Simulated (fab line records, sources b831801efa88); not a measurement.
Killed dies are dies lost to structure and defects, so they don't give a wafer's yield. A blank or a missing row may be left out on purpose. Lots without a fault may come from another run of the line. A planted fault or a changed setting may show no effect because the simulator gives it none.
fab line records | flow gf180mcu
record lots=15 wafers=45 last_day=34
route steps=602 shown V1@351 M2@363
lots that met no fault: from a run of the same line without faults
start_h: hours from the record's first day to the start of the lot's first wafer shown | wait_h: hours since the lot's step before | " the same as in the row above | L1.1+2: a row that stands for several wafers | - no value, or no start given | * or withheld: withheld | < > ~ a bound
route shown NAME@n: a module of which the file shows steps, and the number in the route of the first | usual: mean/standard deviation of fault-free wafers | same: alike in all rows | chamber/n: place in a boat | sites: the reading at each site | _std_site: their standard deviation | _edge_site: outer sites' mean less inner sites' | radius_mm: how far each site lies from the wafer's centre | mask NAME#n: copy n | behind: the tool/chamber that last shaped the wafer | hold: why the lot was held/for how many hours/how that ended | device: the transistor (n, p or np) that didn't switch | end of line: the same wafers' tests at the end of the route | a step without rows: its recipe alone | killed: dies lost to structure and defects at the first sort, not the wafer's yield | map: a wafer's dies, x killed, . not, _ none there
set.NAME: the setting as run; set.NAME@STEP: as run at that earlier step | model.NAME: the simulator's own value behind a step, which no gauge read
steps of the route over a sample of lots; a table a step, a row a wafer
services: from which hour (start_h, from the record's first day; less than 0 if before it) a tool's chamber was out of use, for how many hours, and why
## steps
# step GF_V1_ETCH_16
# recipe chemistry=N2/H2 target_depth_a=withheld overetch_a=withheld time_s=withheld target=BARC ion_energy_ev=200 source_w=500 bias_w=100 pressure_mtorr=30 n2_flow_sccm=100 h2_flow_sccm=200
# usual drypump_motor_current_A=6.1/0.41 n2_flow_sccm=100.02/0.29 oes_product_au=0.855/0.005 throttle_valve_pct=13.226/0.0093
# columns lot.wafer tool chamber start_h wait_h drypump_motor_current_A n2_flow_sccm oes_product_au throttle_valve_pct
L450.1 rie_diel-02 1 411.43 0.0 5.5 100.03 0.851 13.253
L450.2 " 2 " " 5.2 99.60 0.855 13.222
L450.5 " 0 " " 6.1 100.16 0.861 13.226
L451.1 rie_diel-03 0 415.78 0.0 6.0 100.37 0.859 13.227
L451.4 " 2 " " 6.0 99.81 0.865 13.236
L451.6 " 2 " " 6.0 100.20 0.855 13.227
L452.3 rie_diel-03 0 421.84 0.0 6.1 100.22 0.846 13.221
L452.4 " 1 " " 5.9 100.34 0.852 13.226
L452.5 " 3 " " 5.4 100.16 0.855 13.214
L454.1 rie_diel-04 0 450.73 0.0 6.4 99.92 0.849 13.229
L454.5 " 1 " " 6.5 100.06 0.861 13.213
L454.6 " 2 " " 6.5 99.71 0.861 13.227
L456.2 rie_diel-02 2 463.36 0.0 5.2 99.72 0.864 13.217
L456.4 " 3 " " 6.4 99.97 0.852 13.221
L456.5 " 3 " " 6.4 99.66 0.855 13.224
L457.3 rie_diel-04 3 486.11 0.0 6.2 100.43 0.860 13.225
L457.4 " 1 " " 6.5 99.74 0.851 13.228
L457.5 " 0 " " 6.4 100.09 0.848 13.217
L458.3 rie_diel-02 2 486.63 0.0 5.2 100.02 0.856 13.230
L458.4 " 1 " " 5.5 100.00 0.854 13.226
L458.6 " 2 " " 5.2 100.05 0.859 13.228
L462.2 rie_diel-04 0 521.21 0.0 6.4 99.78 0.860 13.223
L462.4 " 1 " " 6.5 100.28 0.858 13.234
L462.6 " 2 " " 6.5 100.33 0.852 13.218
L464.1 rie_diel-04 1 535.11 0.0 6.4 99.90 0.853 13.224
L464.3 " 3 " " 6.2 99.72 0.850 13.206
L464.6 " 3 " " 6.2 100.02 0.857 13.223
L465.2 rie_diel-04 3 539.63 0.0 6.1 99.94 0.854 13.239
L465.3 " 0 " " 6.4 100.27 0.850 13.227
L465.5 " 1 " " 6.5 100.23 0.861 13.230
L466.1 rie_diel-03 2 550.03 0.0 6.0 100.37 0.867 13.245
L466.3 " 3 " " 5.4 99.81 0.859 13.224
L466.6 " 0 " " 6.1 100.18 0.860 13.219
L467.3 rie_diel-03 1 560.71 0.0 6.0 100.27 0.864 13.230
L467.4 " 0 " " 6.1 99.78 0.865 13.226
L467.5 " 2 " " 6.0 100.67 0.844 13.223
L468.1 rie_diel-02 3 580.39 0.0 6.4 99.87 0.849 13.232
L468.3 " 1 " " 5.5 100.15 0.850 13.232
L468.6 " 1 " " 5.5 100.05 0.854 13.229
L469.1 rie_diel-03 1 589.86 0.0 6.0 99.81 0.859 13.227
L469.2 " 2 " " 6.0 100.27 0.857 13.237
L469.3 " 3 " " 5.4 99.91 0.858 13.232
L473.1 rie_diel-04 1 605.68 0.0 6.5 99.63 0.859 13.220
L473.3 " 0 " " 6.5 100.57 0.854 13.225
L473.4 " 2 " " 6.5 99.95 0.852 13.215
# step GF_V1_CMP_26
# recipe stop_on=SiO2 down_force_psi=3.5 platen_rpm=60 t_overpolish_s=15 target_thk_nm=0 pad_velocity_m_s=0.94248
# usual edge_zone_pressure_frac=1.001/0.0051 head_pressure_psi=3.501/0.0076 motor_current_A=11.3/0.88 overpolish_run_s=14.999/0.0092 platen_rpm=60.00/0.041 slurry_filter_dp_kPa=13.49/0.13 time_to_endpoint_s=85.1/3
# columns lot.wafer tool chamber start_h wait_h edge_zone_pressure_frac head_pressure_psi motor_current_A overpolish_run_s platen_rpm slurry_filter_dp_kPa time_to_endpoint_s
L450.1 cmp-01 3 412.63 0.1 1.001 3.500 10.9 14.992 59.93 13.62 83.7
L450.2 " 1 " " 1.005 3.513 9.6 14.986 60.03 13.51 82.1
L450.5 " 2 " " 1.007 3.505 12.4 14.998 59.98 13.56 86.4
L451.4 cmp-01 3 416.84 0.0 1.003 3.500 11.4 14.979 60.02 13.53 88.5
L451.1 " 0 " " 1.007 3.493 12.0 14.991 60.01 13.43 86.4
L451.6 " 3 " " 0.998 3.511 11.4 14.994 60.00 13.40 81.9
L452.4 cmp-02 3 422.98 0.1 0.996 3.493 12.3 15.010 59.97 13.55 89.0
L452.3 " 0 " " 0.996 3.499 11.8 15.031 60.01 13.42 87.3
L452.5 " 2 " " 0.998 3.491 10.9 14.997 60.01 13.61 86.5
L454.1 cmp-01 1 452.18 0.1 0.999 3.489 10.0 15.000 60.09 13.65 82.3
L454.5 " 0 " " 1.008 3.508 10.5 15.004 59.93 13.31 84.0
L454.6 " 1 " " 0.996 3.499 9.7 15.003 60.03 13.42 82.5
L456.4 cmp-01 3 464.52 0.1 - - - - - - -
L456.2 " 0 " " - - - - - - -
L456.5 " 1 " " - - - - - - -
L457.3 cmp-02 3 487.25 0.1 - - - - - - -
L457.4 " 1 " " - - - - - - -
L457.5 " 3 " " - - - - - - -
L458.3 cmp-01 1 487.70 0.0 - - - - - - -
L458.4 " 2 " " - - - - - - -
L458.6 " 1 " " - - - - - - -
L462.2 cmp-01 0 522.27 0.0 0.990 3.501 11.3 14.993 59.97 13.61 83.2
L462.4 " 2 " " 1.006 3.492 11.7 14.991 60.01 13.41 89.2
L462.6 " 0 " " 0.994 3.498 10.9 15.020 59.97 13.50 85.4
L464.1 cmp-01 0 536.17 0.1 1.007 3.504 11.0 15.002 59.99 13.42 84.3
L464.3 " 1 " " 0.999 3.493 9.8 15.005 60.00 13.48 82.1
L464.6 " 0 " " 0.996 3.506 10.9 15.019 60.00 13.30 83.8
L465.2 cmp-01 2 540.78 0.1 0.992 3.519 12.5 15.005 60.03 13.49 86.0
L465.3 " 3 " " 1.006 3.498 11.8 14.993 59.95 13.50 86.1
L465.5 " 1 " " 1.003 3.500 9.7 14.996 59.99 13.55 84.8
L466.3 cmp-01 3 551.28 0.1 0.999 3.499 10.7 15.004 60.05 13.27 84.0
L466.1 " 0 " " 0.995 3.493 11.2 15.017 60.02 13.66 82.3
L466.6 " 2 " " 1.010 3.501 12.1 15.013 59.95 13.46 88.8
L467.4 cmp-02 1 561.87 0.1 0.998 3.512 12.2 15.007 59.98 13.50 83.0
L467.3 " 2 " " 1.011 3.493 11.0 15.002 60.03 13.50 84.2
L467.5 " 0 " " 0.996 3.492 11.4 15.008 60.06 13.34 81.9
L468.3 cmp-01 3 581.50 0.1 1.000 3.509 11.7 14.995 60.01 13.47 91.3
L468.1 " 0 " " 1.005 3.505 10.8 14.990 60.01 13.53 85.6
L468.6 " 2 " " 1.005 3.501 12.9 14.988 59.98 13.44 86.2
L469.3 cmp-02 0 590.92 0.0 0.995 3.511 11.3 15.000 59.91 13.52 90.9
L469.1 " 1 " " 1.009 3.498 11.2 14.995 59.96 13.43 88.2
L469.2 " 3 " " 1.007 3.511 12.9 14.991 60.03 13.45 87.6
L473.4 cmp-01 0 606.73 0.0 1.001 3.503 11.4 15.001 60.00 13.27 82.6
L473.3 " 1 " " 1.001 3.495 10.1 14.998 60.03 13.44 82.5
L473.1 " 2 " " 1.003 3.503 11.7 14.987 60.10 13.26 85.1
# step GF_M2_SPUTTER_01
# recipe material=TiN target_thk_nm=30 power_w=6500 time_s=25 chamber_pressure_pa=0.4
# usual throttle_valve_pct=29.5/1.2
# columns lot.wafer tool chamber start_h wait_h throttle_valve_pct
L450.1 pvd_sputter-03 - 412.98 0.1 30.1
L450.2 " - " " 28.1
L450.5 " - " " 29.5
L451.1 pvd_sputter-01 - 417.24 0.1 27.5
L451.4 " - " " 30.3
L451.6 " - " " 27.7
L452.3 pvd_sputter-01 - 423.33 0.1 27.7
L452.4 " - " " 27.6
L452.5 " - " " 28.6
L454.1 pvd_sputter-03 - 452.53 0.1 27.8
L454.5 " - " " 28.2
L454.6 " - " " 31.3
L462.2 pvd_sputter-04 - 522.67 0.1 29.8
L462.4 " - " " 30.6
L462.6 " - " " 30.9
L464.1 pvd_sputter-01 - 536.57 0.1 28.6
L464.3 " - " " 27.8
L464.6 " - " " 28.7
L465.2 pvd_sputter-04 - 541.08 0.1 29.2
L465.3 " - " " 30.0
L465.5 " - " " 30.6
L466.1 pvd_sputter-01 - 551.58 0.1 30.3
L466.3 " - " " 28.6
L466.6 " - " " 27.4
L467.3 pvd_sputter-03 - 562.17 0.1 29.4
L467.4 " - " " 30.1
L467.5 " - " " 30.2
L468.1 pvd_sputter-03 - 581.85 0.1 28.1
L468.3 " - " " 30.0
L468.6 " - " " 29.9
L469.1 pvd_sputter-04 - 591.32 0.1 30.6
L469.2 " - " " 29.6
L469.3 " - " " 30.9
L473.1 pvd_sputter-03 - 607.13 0.1 28.1
L473.3 " - " " 30.4
L473.4 " - " " 29.6
# step GF_M2_SPUTTER_03
# recipe material=Ti target_thk_nm=10 substrate_temp_c=300 chamber_pressure_pa=0.3 power_w=3000 time_s=6.7
# usual throttle_valve_pct=29.5/1.2
# columns lot.wafer tool chamber start_h wait_h throttle_valve_pct
L450.1 pvd_sputter-03 - 413.04 0.0 30.0
L450.2 " - " " 28.0
L450.5 " - " " 30.0
L451.1 pvd_sputter-01 - 417.30 0.0 27.7
L451.4 " - " " 30.2
L451.6 " - " " 27.5
L452.3 pvd_sputter-01 - 423.39 0.0 27.7
L452.4 " - " " 27.8
L452.5 " - " " 28.5
L454.1 pvd_sputter-03 - 452.59 0.0 28.1
L454.5 " - " " 28.3
L454.6 " - " " 31.6
L462.2 pvd_sputter-04 - 522.73 0.0 29.8
L462.4 " - " " 30.5
L462.6 " - " " 30.9
L464.1 pvd_sputter-01 - 536.63 0.0 28.8
L464.3 " - " " 27.6
L464.6 " - " " 28.5
L465.2 pvd_sputter-04 - 541.15 0.0 29.4
L465.3 " - " " 29.9
L465.5 " - " " 30.9
L466.1 pvd_sputter-01 - 551.64 0.0 30.3
L466.3 " - " " 28.8
L466.6 " - " " 27.6
L467.3 pvd_sputter-03 - 562.24 0.0 29.6
L467.4 " - " " 29.6
L467.5 " - " " 30.0
L468.1 pvd_sputter-03 - 581.91 0.0 28.3
L468.3 " - " " 30.2
L468.6 " - " " 30.4
L469.1 pvd_sputter-04 - 591.38 0.0 31.1
L469.2 " - " " 29.3
L469.3 " - " " 31.0
L473.1 pvd_sputter-03 - 607.19 0.0 28.2
L473.3 " - " " 30.2
L473.4 " - " " 29.7
## services
# columns tool chamber start_h hours kind
pvd_sputter-03 - 393.39 8.6 repair
pvd_sputter-01 - 401.74 0.9 repair
pvd_sputter-03 - 402.74 4.4 repair
cmp-02 - 406.22 4.0 pm
cmp-02 - 427.36 0.7 repair
cmp-02 - 442.30 3.8 repair
rie_diel-03 - 450.81 15.6 pm
rie_diel-02 3 468.43 7.2 repair
rie_diel-02 3 482.49 9.6 repair
rie_diel-02 1 493.73 11.9 repair
rie_diel-03 2 507.89 10.9 repair
cmp-02 - 522.22 7.6 pm
pvd_sputter-01 - 528.28 6.5 repair
cmp-02 - 535.41 19.0 repair
rie_diel-02 - 541.36 1.0 repair
pvd_sputter-04 - 544.21 2.5 repair
pvd_sputter-03 - 546.44 6.0 repair
cmp-02 - 550.18 1.1 repair
rie_diel-04 3 567.71 4.1 repair
cmp-01 - 572.00 4.0 pm
rie_diel-04 3 577.34 3.4 repair
cmp-01 - 584.83 5.0 pm
cmp-01 - 591.09 1.4 repair
cmp-01 - 591.72 1.3 repair
## key
first_sign step=GF_V1_CMP_26 reading=tool_record direction=missing
effect none on later readings
met_at GF_V1_CMP_26
struck_lots L456,L457,L458
later_rows_left_out L456.2,L456.4,L456.5,L457.3,L457.4,L457.5,L458.3,L458.4,L458.6
sort_left_out L456.2,L456.4,L456.5,L457.3,L457.4,L457.5,L458.3,L458.4,L458.6
not_acting_at GF_V1_ETCH_16,GF_M2_SPUTTER_01,GF_M2_SPUTTER_03
onset_between 452.18 464.52
fault kind=skipped_step_whole tool=cmp-01,cmp-02 chamber=- onset_h=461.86 steps=GF_V1_CMP_26 scope=struck_lots_only
# sort_left_out: the simulated sort isn't trusted on such a fault, so these wafers' sort isn't shown, and their yield isn't known
# later_rows_left_out: the simulator's readings of these wafers behind a module that went badly wrong aren't trusted and aren't shown, but for the sort
